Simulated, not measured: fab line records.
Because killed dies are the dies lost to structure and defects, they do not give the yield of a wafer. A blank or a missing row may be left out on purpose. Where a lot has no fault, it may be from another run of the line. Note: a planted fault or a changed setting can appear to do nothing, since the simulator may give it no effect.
What tool caused it? + flow sky130 + 72 wafers from 24 lots sampled at 5 of the route's 708 steps

WHAT THE GAUGES SHOWED, per wafer
SKY_METAL3_CD_MEAS_13 targets a cd of 300 nm. Usual: cd nm reads 300.0 nm (standard deviation 1.5).
| lot  | measured     | on        | cd nm (nm)        | flag |
|------|--------------|-----------|-------------------|------|
| L074 | day 38 07:22 | cd sem-01 | 299.2 300.0 300.0 |      |
| L076 | day 39 03:31 | cd sem-01 | 300.9 301.4 301.7 |      |
| L075 | day 39 09:53 | cd sem-01 | 300.6 300.2 299.0 |      |
| L077 | day 39 12:52 | cd sem-01 | 302.6 302.3 303.0 |      |
| L078 | day 39 13:16 | cd sem-02 | 299.2 297.9 299.6 |      |
| L079 | day 40 03:46 | cd sem-01 | 300.7 300.1 301.8 |      |
| L080 | day 40 14:20 | cd sem-02 | 299.5 298.8 298.5 |      |
| L081 | day 40 20:14 | cd sem-02 | 300.6 300.9 298.6 |      |
| L082 | day 41 01:28 | cd sem-01 | 301.3 300.5 299.3 |      |
| L083 | day 41 12:01 | cd sem-02 | 301.0 301.3 299.7 |      |
| L084 | day 41 19:28 | cd sem-01 | 296.5 298.7 297.6 |      |
| L085 | day 42 04:50 | cd sem-02 | 300.6 301.7 301.5 |      |
| L086 | day 42 13:49 | cd sem-01 | 299.4 300.3 299.2 |      |
| L087 | day 42 13:47 | cd sem-02 | 299.3 299.9 299.9 |      |
| L088 | day 42 22:02 | cd sem-01 | 301.7 303.5 302.8 |      |
| L089 | day 42 23:58 | cd sem-02 | 300.7 300.3 301.1 |      |
| L090 | day 43 11:01 | cd sem-02 | 301.7 300.2 301.8 |      |
| L092 | day 43 17:19 | cd sem-02 | 299.2 298.4 299.7 |      |
| L091 | day 43 22:05 | cd sem-01 | 299.1 299.6 300.0 |      |
| L093 | day 44 09:20 | cd sem-01 | 299.4 300.8 300.3 |      |
| L095 | day 44 12:10 | cd sem-01 | 299.2 299.4 299.0 |      |
| L094 | day 44 18:53 | cd sem-02 | 301.1 300.1 300.6 |      |
| L096 | day 45 01:19 | cd sem-01 | 296.0 296.3 297.3 |      |
| L097 | day 45 03:39 | cd sem-01 | 298.6 298.0 298.8 |      |

TOOL THAT RAN EACH LOT (tool first, then ch and the chambers of the sampled wafers, then the start)
| lot  | SKY_SD_N_RTA_14                  | SKY_LI_CONTACT_ETCH_15             | SKY_METAL2_SPUTTER_00        | SKY_CAPM_SPUTTER_02          |
|------|----------------------------------|------------------------------------|------------------------------|------------------------------|
| L074 | rtp anneal-02 ch 0, day 27 16:33 | rie diel-02 ch 1,2,3, day 28 22:59 | pvd sputter-01, day 33 20:20 | pvd sputter-03, day 36 03:05 |
| L076 | rtp anneal-02 ch 0, day 28 17:47 | rie diel-04 ch 1,2, day 29 23:06   | pvd sputter-04, day 34 17:52 | pvd sputter-01, day 37 00:24 |
| L075 | rtp anneal-02 ch 0, day 28 20:41 | rie diel-03 ch 0,1,3, day 30 02:42 | pvd sputter-01, day 34 21:37 | pvd sputter-02, day 37 06:21 |
| L077 | rtp anneal-02 ch 0, day 29 01:30 | rie diel-02 ch 0,3, day 30 06:08   | pvd sputter-02, day 35 00:40 | pvd sputter-01, day 37 09:57 |
| L078 | rtp anneal-02 ch 0, day 29 02:18 | rie diel-03 ch 2,3, day 30 07:45   | pvd sputter-04, day 35 02:16 | pvd sputter-03, day 37 10:36 |
| L079 | rtp anneal-02 ch 0, day 29 17:35 | rie diel-02 ch 2,3, day 30 22:50   | pvd sputter-01, day 35 16:46 | pvd sputter-02, day 38 00:14 |
| L080 | rtp anneal-01 ch 0, day 30 05:14 | rie diel-04 ch 1,2,3, day 31 10:10 | pvd sputter-01, day 36 04:33 | pvd sputter-02, day 38 11:57 |
| L081 | rtp anneal-02 ch 0, day 30 12:30 | rie diel-02 ch 0,2, day 31 16:55   | pvd sputter-01, day 36 10:41 | pvd sputter-01, day 38 17:47 |
| L082 | rtp anneal-01 ch 0, day 30 18:21 | rie diel-02 ch 0,2,3, day 31 22:52 | pvd sputter-02, day 36 16:31 | pvd sputter-01, day 38 23:35 |
| L083 | rtp anneal-02 ch 0, day 31 07:07 | rie diel-02 ch 0,1, day 32 11:39   | pvd sputter-01, day 37 05:01 | pvd sputter-03, day 39 11:16 |
| L084 | rtp anneal-01 ch 0, day 31 12:53 | rie diel-03 ch 1,2,3, day 32 17:36 | pvd sputter-04, day 37 11:50 | pvd sputter-01, day 39 18:06 |
| L085 | rtp anneal-02 ch 0, day 32 02:44 | rie diel-02 ch 0,2,3, day 33 06:16 | pvd sputter-04, day 37 22:54 | pvd sputter-02, day 40 04:15 |
| L086 | rtp anneal-01 ch 0, day 32 10:22 | rie diel-04 ch 0,1, day 33 14:53   | pvd sputter-04, day 38 07:12 | pvd sputter-02, day 40 12:40 |
| L087 | rtp anneal-02 ch 0, day 32 12:25 | rie diel-03 ch 0,2, day 33 16:58   | pvd sputter-01, day 38 07:33 | pvd sputter-03, day 40 13:03 |
| L088 | rtp anneal-01 ch 0, day 32 19:49 | rie diel-03 ch 0,1,2, day 34 00:06 | pvd sputter-04, day 38 16:10 | pvd sputter-03, day 40 20:51 |
| L089 | rtp anneal-02 ch 0, day 32 23:09 | rie diel-02 ch 0,2,3, day 34 02:52 | pvd sputter-01, day 38 19:09 | pvd sputter-03, day 41 00:07 |
| L090 | rtp anneal-01 ch 0, day 33 10:22 | rie diel-03 ch 1,2, day 34 13:39   | pvd sputter-04, day 39 05:25 | pvd sputter-02, day 41 10:06 |
| L092 | rtp anneal-02 ch 0, day 33 19:27 | rie diel-02 ch 0,1,2, day 34 22:57 | pvd sputter-02, day 39 12:58 | pvd sputter-02, day 41 17:36 |
| L091 | rtp anneal-01 ch 0, day 33 23:56 | rie diel-03 ch 0,1,3, day 35 03:26 | pvd sputter-02, day 39 17:57 | pvd sputter-02, day 41 22:07 |
| L093 | rtp anneal-02 ch 0, day 34 15:44 | rie diel-04 ch 0,2, day 35 19:54   | pvd sputter-02, day 40 08:01 | pvd sputter-02, day 42 11:26 |
| L095 | rtp anneal-01 ch 0, day 34 16:36 | rie diel-03 ch 0,1, day 35 20:36   | pvd sputter-04, day 40 10:42 | pvd sputter-03, day 42 13:37 |
| L094 | rtp anneal-02 ch 0, day 35 01:59 | rie diel-02 ch 0,3, day 36 05:48   | pvd sputter-02, day 40 18:51 | pvd sputter-01, day 42 21:31 |
| L096 | rtp anneal-01 ch 0, day 35 08:24 | rie diel-04 ch 1,2,3, day 36 12:15 | pvd sputter-04, day 41 00:41 | pvd sputter-01, day 43 04:10 |
| L097 | rtp anneal-02 ch 0, day 35 11:51 | rie diel-03 ch 0,1,3, day 36 16:25 | pvd sputter-04, day 41 04:33 | pvd sputter-01, day 43 06:29 |
- SKY_SD_N_RTA_14: time 2 s.
- SKY_LI_CONTACT_ETCH_15: etches PSG in C4F8/O2/Ar, stops on Si, target depth 600 nm.
- SKY_METAL2_SPUTTER_00: material Ti, target thk 15 nm, time 10 s.
- SKY_CAPM_SPUTTER_02: material TiN, target thk 200 nm, time 166.7 s.

AS READ BY THE TOOLS THEMSELVES (means over the sampled wafers that have a number; for cases with no such wafer, the mark the record gives instead)
SKY_SD_N_RTA_14. Usual: anneal temp c max 1080.2, standard deviation 1.3; lamp power pct 15.72 %, standard deviation 0.052; wafer_temp_C_max 1078.0, standard deviation 1.4.
| lot  | tool          | anneal temp c max | lamp power pct (%) | wafer_temp_C_max | flag |
|------|---------------|-------------------|--------------------|------------------|------|
| L074 | rtp anneal-02 | 1081.3            | 15.74              | 1077.0           |      |
| L076 | rtp anneal-02 | 1080.3            | 15.69              | 1077.2           |      |
| L075 | rtp anneal-02 | 1080.8            | 15.78              | 1078.0           |      |
| L077 | rtp anneal-02 | 1080.5            | 15.74              | 1077.1           |      |
| L078 | rtp anneal-02 | 1079.8            | 15.70              | 1077.5           |      |
| L079 | rtp anneal-02 | 1080.9            | 15.73              | 1078.8           |      |
| L080 | rtp anneal-01 | 1079.5            | 15.73              | 1077.4           |      |
| L081 | rtp anneal-02 | 1079.9            | 15.68              | 1077.5           |      |
| L082 | rtp anneal-01 | 1079.8            | 15.71              | 1076.8           |      |
| L083 | rtp anneal-02 | 1080.9            | 15.76              | 1078.8           |      |
| L084 | rtp anneal-01 | 1078.7            | 15.69              | 1077.5           |      |
| L085 | rtp anneal-02 | 1080.4            | 15.75              | 1077.8           |      |
| L086 | rtp anneal-01 | 1078.5            | 15.70              | 1077.9           |      |
| L087 | rtp anneal-02 | 1081.4            | 15.76              | 1079.3           |      |
| L088 | rtp anneal-01 | 1078.9            | 15.72              | 1077.5           |      |
| L089 | rtp anneal-02 | 1080.7            | 15.74              | 1076.8           |      |
| L090 | rtp anneal-01 | 1078.9            | 15.74              | 1076.4           |      |
| L092 | rtp anneal-02 | 1080.1            | 15.71              | 1077.6           |      |
| L091 | rtp anneal-01 | 1079.5            | 15.72              | 1077.6           |      |
| L093 | rtp anneal-02 | 1081.6            | 15.76              | 1080.0           |      |
| L095 | rtp anneal-01 | 1079.3            | 15.73              | 1077.8           |      |
| L094 | rtp anneal-02 | 1081.4            | 15.74              | 1079.5           |      |
| L096 | rtp anneal-01 | 1079.4            | 15.70              | 1078.1           |      |
| L097 | rtp anneal-02 | 1082.1            | 15.68              | 1076.1           |      |

SKY_LI_CONTACT_ETCH_15. Usual: oes product au reads 0.837 a.u. (standard deviation 0.0049).
| lot  | tool        | oes product au (a.u.) | flag |
|------|-------------|-----------------------|------|
| L074 | rie diel-02 | 0.837                 |      |
| L076 | rie diel-04 | 0.836                 |      |
| L075 | rie diel-03 | 0.837                 |      |
| L077 | rie diel-02 | 0.833                 |      |
| L078 | rie diel-03 | 0.841                 |      |
| L079 | rie diel-02 | 0.841                 |      |
| L080 | rie diel-04 | 0.839                 |      |
| L081 | rie diel-02 | 0.835                 |      |
| L082 | rie diel-02 | 0.829                 |      |
| L083 | rie diel-02 | 0.836                 |      |
| L084 | rie diel-03 | 0.835                 |      |
| L085 | rie diel-02 | 0.833                 |      |
| L086 | rie diel-04 | 0.838                 |      |
| L087 | rie diel-03 | 0.841                 |      |
| L088 | rie diel-03 | 0.835                 |      |
| L089 | rie diel-02 | 0.840                 |      |
| L090 | rie diel-03 | 0.838                 |      |
| L092 | rie diel-02 | 0.841                 |      |
| L091 | rie diel-03 | 0.837                 |      |
| L093 | rie diel-04 | 0.843                 |      |
| L095 | rie diel-03 | 0.833                 |      |
| L094 | rie diel-02 | 0.838                 |      |
| L096 | rie diel-04 | 0.834                 |      |
| L097 | rie diel-03 | 0.837                 |      |

SKY_METAL2_SPUTTER_00. Usual: throttle valve pct reads 30.4 % (standard deviation 0.91).
| lot  | tool           | throttle valve pct (%) | flag |
|------|----------------|------------------------|------|
| L074 | pvd sputter-01 | 29.5                   |      |
| L076 | pvd sputter-04 | 30.6                   |      |
| L075 | pvd sputter-01 | 29.9                   |      |
| L077 | pvd sputter-02 | 31.3                   |      |
| L078 | pvd sputter-04 | 30.3                   |      |
| L079 | pvd sputter-01 | 30.2                   |      |
| L080 | pvd sputter-01 | 29.6                   |      |
| L081 | pvd sputter-01 | 30.5                   |      |
| L082 | pvd sputter-02 | 31.6                   |      |
| L083 | pvd sputter-01 | 31.1                   |      |
| L084 | pvd sputter-04 | 30.1                   |      |
| L085 | pvd sputter-04 | 30.2                   |      |
| L086 | pvd sputter-04 | 29.9                   |      |
| L087 | pvd sputter-01 | 30.3                   |      |
| L088 | pvd sputter-04 | 30.6                   |      |
| L089 | pvd sputter-01 | 30.4                   |      |
| L090 | pvd sputter-04 | 29.5                   |      |
| L092 | pvd sputter-02 | 30.6                   |      |
| L091 | pvd sputter-02 | 30.9                   |      |
| L093 | pvd sputter-02 | 31.2                   |      |
| L095 | pvd sputter-04 | 29.9                   |      |
| L094 | pvd sputter-02 | 31.4                   |      |
| L096 | pvd sputter-04 | 30.3                   |      |
| L097 | pvd sputter-04 | 29.8                   |      |

SKY_CAPM_SPUTTER_02. Usual: throttle valve pct reads 30.2 % (standard deviation 0.96).
| lot  | tool           | throttle valve pct (%) | flag |
|------|----------------|------------------------|------|
| L074 | pvd sputter-03 | 30.2                   |      |
| L076 | pvd sputter-01 | 29.6                   |      |
| L075 | pvd sputter-02 | 30.8                   |      |
| L077 | pvd sputter-01 | 30.1                   |      |
| L078 | pvd sputter-03 | 29.5                   |      |
| L079 | pvd sputter-02 | 30.1                   |      |
| L080 | pvd sputter-02 | 30.7                   |      |
| L081 | pvd sputter-01 | 30.3                   |      |
| L082 | pvd sputter-01 | 30.3                   |      |
| L083 | pvd sputter-03 | 29.9                   |      |
| L084 | pvd sputter-01 | 29.4                   |      |
| L085 | pvd sputter-02 | 30.9                   |      |
| L086 | pvd sputter-02 | 30.8                   |      |
| L087 | pvd sputter-03 | 29.8                   |      |
| L088 | pvd sputter-03 | 29.9                   |      |
| L089 | pvd sputter-03 | 29.9                   |      |
| L090 | pvd sputter-02 | 31.0                   |      |
| L092 | pvd sputter-02 | 30.7                   |      |
| L091 | pvd sputter-02 | 30.3                   |      |
| L093 | pvd sputter-02 | 30.7                   |      |
| L095 | pvd sputter-03 | 29.9                   |      |
| L094 | pvd sputter-01 | 29.6                   |      |
| L096 | pvd sputter-01 | 28.9                   |      |
| L097 | pvd sputter-01 | 29.4                   |      |

THE ANSWER, worked out from the rows above alone
Rule: a lot counts as off when the mean over its wafers that have a number is more than 3 standard deviations away from the usual mean. Also off: a lot with no number at a reading for which 4 or more lots have one. Any other lot the step has rows for is counted as sound. First the gauges in route order, then the tools' own readings, where a lot's mean is used as printed above. The first step at which some lot is off is used, and at that step the reading that is off furthest; a lot without a number counts as furthest.
Nothing can be told from this: no lot is off at any reading shown.

WHAT THE SIMULATOR HAD INSERTED
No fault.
